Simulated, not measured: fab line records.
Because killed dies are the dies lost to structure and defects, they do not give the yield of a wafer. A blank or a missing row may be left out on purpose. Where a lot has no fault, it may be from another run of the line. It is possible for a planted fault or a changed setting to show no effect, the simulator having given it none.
Which tool was responsible?	flow gf180mcu	12 lots, 36 wafers sampled, at 5 steps of a route of 602

WHAT THE GAUGES READ, wafer by wafer
GF_VT_IMPLANT_OVL_MEAS_18.
lot	measured	on	VT_IMPLANT_01_OVL (nm)
L360	day 6 23:54	overlay-02	0.5 0.6 -0.7
L361	day 7 01:53	overlay-01	-1.0 -0.4 -0.6
L362	day 7 09:10	overlay-01	-0.3 0.1 0.6
L364	day 7 20:46	overlay-01	-0.5 -0.2 -2.7
L365	day 8 02:43	overlay-01	-0.6 0.2 1.2
L369	day 9 03:25	overlay-02	-0.6 -0.5 -1.2
L370	day 9 08:58	overlay-02	-1.9 -0.8 -0.8
L372	day 9 22:35	overlay-02	-1.3 -0.7 -1.6
L373	day 10 08:56	overlay-01	-0.3 -0.8 0.7
L374	day 10 12:56	overlay-02	0.1 1.2 0.6
L377	day 11 06:44	overlay-01	-1.6 -1.2 -0.7
L381	day 12 12:50	overlay-01	-0.4 -0.3 0.6

GF_VT_IMPLANT_RS_MEAS_46: measurement is done with a four-point probe.
lot	measured	on	MVSD_RS (ohm/sq)
L360	day 8 08:02	film-metro-03	455.7 457.2 457.3
L361	day 8 10:35	film-metro-04	456.8 456.9 457.0
L362	day 8 17:56	film-metro-04	457.1 457.4 457.3
L364	day 9 07:34	film-metro-02	456.4 454.9 454.5
L365	day 9 13:09	film-metro-04	456.7 456.9 456.0
L369	day 10 15:05	film-metro-03	454.9 455.4 455.9
L370	day 10 21:18	film-metro-03	458.0 456.3 457.0
L372	day 11 12:26	film-metro-03	490.8 490.8 489.2 489.9 490.6 489.4
L373	day 11 22:55	film-metro-04	489.0 488.9 489.7 488.5 489.4 490.2
L374	day 12 03:20	film-metro-03	456.6 456.7 457.1
L377	day 12 23:24	film-metro-03	456.9 456.6 458.7
L381	day 14 05:52	film-metro-03	456.3 457.5 456.1

GF_VT_IMPLANT_RS_MEAS_47: measurement is done with a four-point probe.
lot	measured	on	NWELL_RS (ohm/sq)
L360	day 8 08:09	film-metro-03	488.3 488.0 489.5
L361	day 8 10:42	film-metro-04	488.4 486.7 487.3
L362	day 8 18:04	film-metro-04	488.3 486.7 486.7
L364	day 9 07:41	film-metro-02	487.1 487.2 489.2
L365	day 9 13:16	film-metro-04	485.0 485.6 486.3
L369	day 10 15:12	film-metro-03	488.8 487.9 488.3
L370	day 10 21:25	film-metro-03	488.7 488.6 489.9
L372	day 11 14:45	film-metro-03	487.1 489.0 488.7
L373	day 12 01:52	film-metro-04	489.2 488.8 488.9
L374	day 12 03:27	film-metro-03	488.3 488.2 488.9
L377	day 12 23:31	film-metro-03	491.4 490.1 490.8
L381	day 14 05:59	film-metro-03	488.3 489.0 487.4

GF_POLY_GATE_THK_MEAS_01.
lot	measured	on	POLY_GATE_CVD_00_THK (nm)
L360	day 9 06:01	film-metro-04	199.7 201.9 199.7
L361	day 9 09:38	film-metro-04	201.2 200.7 201.3
L362	day 9 17:51	film-metro-03	200.1 199.6 198.5
L364	day 10 09:16	film-metro-01	200.0 201.3 201.3
L365	day 10 13:47	film-metro-04	199.8 201.8 200.1
L369	day 11 14:57	film-metro-04	199.5 199.6 200.0
L370	day 11 22:16	film-metro-03	200.0 201.8 201.0
L372	day 12 14:29	film-metro-03	199.1 198.9 200.2
L373	day 12 23:58	film-metro-01	198.5 200.5 200.0
L374	day 13 05:40	film-metro-04	200.0 201.6 200.3
L377	day 14 00:45	film-metro-01	196.9 198.9 199.0
L381	day 15 09:23	film-metro-01	195.8 193.6 193.3

TOOL THAT RAN EACH LOT (tool first, then ch and the chambers of the sampled wafers, then the start)
lot	GF_MVSD_IMPLANT_09
L360	implanter-01 ch 0, day 5 02:25
L361	implanter-01 ch 0, day 5 04:07
L362	implanter-03 ch 0, day 5 10:52
L364	implanter-03 ch 0, day 5 21:03
L365	implanter-04 ch 0, day 6 04:00
L369	implanter-01 ch 0, day 7 02:20
L370	implanter-01 ch 0, day 7 06:13
L372	implanter-01 ch 0, day 7 20:08
L373	implanter-01 ch 0, day 8 04:15
L374	implanter-03 ch 0, day 8 08:14
L377	implanter-04 ch 0, day 9 00:43
L381	implanter-03 ch 0, day 10 02:37
- GF_MVSD_IMPLANT_09

AS READ BY THE TOOLS THEMSELVES (means over the sampled wafers that have a number; for cases with no such wafer, the mark the record gives instead)
GF_MVSD_IMPLANT_09.
lot	tool	dose-ions-cm2	faraday-current-uA
L360	implanter-01	5e+12	27.6
L361	implanter-01	5e+12	28.2
L362	implanter-03	5e+12	28.8
L364	implanter-03	5e+12	28.4
L365	implanter-04	5e+12	28.2
L369	implanter-01	5e+12	27.7
L370	implanter-01	5e+12	27.7
L372	implanter-01	3e+12	17.3
L373	implanter-01	3e+12	17.2
L374	implanter-03	5e+12	28.2
L377	implanter-04	5e+12	28.4
L381	implanter-03	5e+12	27.9

THE ANSWER, worked out from the rows above alone
Rule: usual is defined by the lots themselves. Put in order of their means at a reading, lots are off if they are a third of the lots or fewer, leave a main group of 4 or more, and stand apart from it by a gap of 3 or more times the standard deviation of the main group's means; of several such gaps the widest counts. The tables above print the reading to a certain number of digits; a main group whose means all agree to those digits is not used. A lot without any number at a reading at which 4 lots or more have one is off too. Any other lot the step has rows for is counted as sound. The gauges are gone through in route order, then the tools' own readings, and for those a lot's mean is taken as printed above. At the first step where some lot is off, the reading lying furthest off is the one used; lots without a number count as furthest.
Off: at GF_VT_IMPLANT_RS_MEAS_46 (MVSD_RS), L372, L373. The main group: mean 456.6 ohm/sq, standard deviation 0.69.
A tool fits if, at a process step before that reading, it ran every lot that is off, and no sound lot after the first of them. The gauges at GF_VT_IMPLANT_RS_MEAS_46 aren't tried: what is off there is off at GF_MVSD_IMPLANT_09 too, on other tools, and a gauge's error can't cause that. One fits: implanter-01 at GF_MVSD_IMPLANT_09. Its last sound lot is L370 (day 7 06:13), its first lot that is off L372 (day 7 20:08): a fault that began between those two fits.
The tool's own readings at GF_MVSD_IMPLANT_09 bear it out: on the lots that are off they differ by more than 5 times the standard deviation of the sound lots' means. dose-ions-cm2 reads 3e+12 there against 5e+12 on the sound lots; faraday-current-uA reads 17.2 there against 28.1 on the sound lots.

WHAT HAD BEEN PUT IN BY THE SIMULATOR
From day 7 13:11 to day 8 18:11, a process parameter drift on implanter-01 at GF_MVSD_IMPLANT_09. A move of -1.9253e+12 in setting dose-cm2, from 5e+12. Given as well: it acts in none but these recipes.
Struck lots among those shown: L372, L373. The same result came from the rule above.
